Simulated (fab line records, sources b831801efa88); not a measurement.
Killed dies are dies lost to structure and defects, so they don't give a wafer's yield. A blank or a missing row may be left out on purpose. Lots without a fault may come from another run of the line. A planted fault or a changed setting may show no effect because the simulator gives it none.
A struck lot beside a sound one | flow gf180mcu | 36 steps out of a route of 602
Sound: wafers L989.1, L989.2, L989.4. Struck: wafers L992.2, L992.3. The cause comes at the end.
At each step with rows: each side's tool, then ch and its chambers, then its first start. Under that, the readings that differ: sound wafers | struck wafers | difference of the means | sigmas: that difference in standard deviations of wafers without a fault.
alike: readings whose means differ by less than 2 such deviations, and words and numbers that are the same on both sides. not compared: withheld readings, readings that some wafer has no value for, bounds like >300 that may hide the same value, and numbers for which the record gives no deviation and whose values overlap.
The two part at a step that has a row with sigmas, a row that says differs or no value, or rows on one side only. Numbers that don't overlap but have no deviation are shown without sigmas and don't part them. A reading that every wafer of one side lacks parts them only if that side has two wafers or more.

first, 2 steps without rows for these wafers: GF_M1_PEB_12 (peb time 90 s); GF_M1_DEVELOP_13 (develop time 60 s).
GF_M1_CD_MEAS_14: target cd 230 nm.
  sound on cd_sem-01, day 20 14:10; struck on cd_sem-01, day 21 12:04
  alike: cd_nm
GF_M1_OVL_MEAS_15:
  sound on overlay-02, day 20 14:17; struck on overlay-01, day 21 12:11
  alike: M1_OVL
GF_M1_METAL_ETCH_16: etches the open film in Cl2/BCl3, stops on SiO2, target depth 627.5 nm, time 104.6 s.
  sound on rie_metal-02 ch 0,1, day 20 14:19; struck on rie_metal-02 ch 1, day 21 12:13
  reading               | sound             | struck      | difference | sigmas
  oes_product_au (a.u.) | 0.967 0.977 0.967 | 0.958 0.948 | -0.017     | -3
  alike: drypump_motor_current_A, throttle_valve_pct
  not compared: rf_hours_counter_h
then, 4 steps without rows for these wafers: GF_M1_STRIP_17 (strips in O2/N2); GF_M1_STRIP_18 (strips in post etch residue remover, time 1200 s); GF_M1_CLEAN_19 (cleans in DIW); GF_V1_CVD_00 (deposits SiO2, target thk 600 nm, time 100 s).
GF_V1_THK_MEAS_01:
  sound on film_metro-02, day 20 15:04; struck on film_metro-04, day 21 12:56
  alike: V1_CVD_00_THK
then, 1 step without rows for these wafers: GF_V1_CVD_02 (deposits SiO2 from TEOS, target thk 850 nm, time 94.851 s).
GF_V1_THK_MEAS_03:
  sound on film_metro-01, day 20 15:11; struck on film_metro-02, day 21 13:04
  alike: V1_CVD_02_THK
GF_V1_CMP_04: polishes SiO2.
  sound on cmp-01 ch 0,2,3, day 20 15:18; struck on cmp-01 ch 0,1, day 21 13:07
  reading                             | sound             | struck      | difference | sigmas
  time_to_endpoint_s (s)              | 77 82 87          | 111 107     | +27        | +5
  model.SiO2_of_V1_CVD_02.thk_nm (nm) | 631.5 631.6 632.1 | 713.2 710.1 | +79.9      |
  alike: motor_current_A, slurry_filter_dp_kPa
GF_V1_BOW_MEAS_05:
  sound on film_metro-01, day 20 15:33; struck on film_metro-01, day 21 13:26
  alike: V1_BOW
then, 8 steps without rows for these wafers: GF_V1_DEHYDRATE_06 (time 60 s); GF_V1_HMDS_07 (prime time 60 s); GF_V1_COAT_08; GF_V1_COAT_09 (resist thk 1000 nm); GF_V1_SOFTBAKE_10 (time 60 s); GF_V1_EXPOSE_11 (exposes mask Via1, target cd 260 nm); GF_V1_PEB_12 (peb time 90 s); GF_V1_DEVELOP_13 (develop time 60 s).
GF_V1_CD_MEAS_14: target cd 260 nm.
  sound on cd_sem-01, day 21 15:42; struck on cd_sem-02, day 22 12:44
  alike: cd_nm
GF_V1_OVL_MEAS_15:
  sound on overlay-01, day 21 15:49; struck on overlay-02, day 22 12:50
  alike: V1_OVL
GF_V1_ETCH_16: etches BARC in N2/H2.
  sound on rie_diel-01 ch 0,2,3, day 21 15:52; struck on rie_diel-02 ch 0,3, day 22 12:52
  alike: drypump_motor_current_A, oes_product_au, throttle_valve_pct
GF_V1_ETCH_17: etches SiO2 in C4F8/O2/Ar, stops on TiN, target depth 630 nm.
  sound on rie_diel-01 ch 0,2,3; struck on rie_diel-02 ch 0,3
  reading                        | sound             | struck      | difference | sigmas
  oes_product_au (a.u.)          | 0.856 0.850 0.855 | 0.916 0.915 | +0.062     | +13
  model.etch.depth_nm (nm)       | 631.5 631.6 632.1 | 713.2 710.1 | +79.9      |
  model.V1.feature_depth_nm (nm) | 631.5 631.6 632.1 | 713.2 710.1 | +79.9      |
GF_V1_STRIP_18: strips in O2/N2.
  sound on plasma_asher-01 ch 0,1, day 21 15:59; struck on plasma_asher-01 ch 0,1, day 22 13:00
  alike: drypump_motor_current_A, heater_power_w, oes_product_au, platen_temp_c
  not compared: rf_hours_counter_h
then, 3 steps without rows for these wafers: GF_V1_STRIP_19 (strips in post etch residue remover, time 1200 s); GF_V1_CLEAN_20 (cleans in DIW); GF_V1_SPUTTER_21 (material Ti, target thk 15 nm, time 80.02 s).
GF_V1_SPUTTER_22: material TiN, target thk 10 nm, time 40 s.
  sound on pvd_sputter-04, day 21 16:37; struck on pvd_sputter-04, day 22 13:35
  alike: throttle_valve_pct
GF_V1_CVD_23: deposits W, target thk 350 nm, time 105.05 s.
  sound on cvd_w-02 ch 0,1, day 21 16:39; struck on cvd_w-02 ch 0,1, day 22 13:38
  alike: heater_power_w
GF_V1_RS_MEAS_24: measures by four-point-probe.
  sound on film_metro-04, day 21 16:46; struck on film_metro-04, day 22 13:46
  alike: V1_W_RS
GF_V1_THK_MEAS_25: measures by xrf.
  sound on film_metro-04, day 21 16:53; struck on film_metro-04, day 22 13:52
  alike: V1_W_THK
GF_V1_CMP_26: polishes, stops on SiO2, t overpolish 15 s, target thk 0 nm.
  sound on cmp-01 ch 1,2,3, day 21 16:56; struck on cmp-02 ch 0,2, day 22 13:55
  reading                             | sound             | struck      | difference | sigmas
  model.SiO2_of_V1_CVD_02.thk_nm (nm) | 627.7 627.8 628.3 | 709.4 706.3 | +79.9      |
  alike: motor_current_A, slurry_filter_dp_kPa
then, 1 step without rows for these wafers: GF_M2_SPUTTER_00 (material Ti, target thk 37.5 nm, time 150 s).

WHERE THEY PART
First at GF_M1_METAL_ETCH_16; last, within this record, at GF_V1_ETCH_17. Later steps at which nothing parts them and some readings are alike: GF_V1_STRIP_18, GF_V1_SPUTTER_22, GF_V1_CVD_23, GF_V1_RS_MEAS_24, GF_V1_THK_MEAS_25, GF_V1_CMP_26.

WHY: what the simulator had put in
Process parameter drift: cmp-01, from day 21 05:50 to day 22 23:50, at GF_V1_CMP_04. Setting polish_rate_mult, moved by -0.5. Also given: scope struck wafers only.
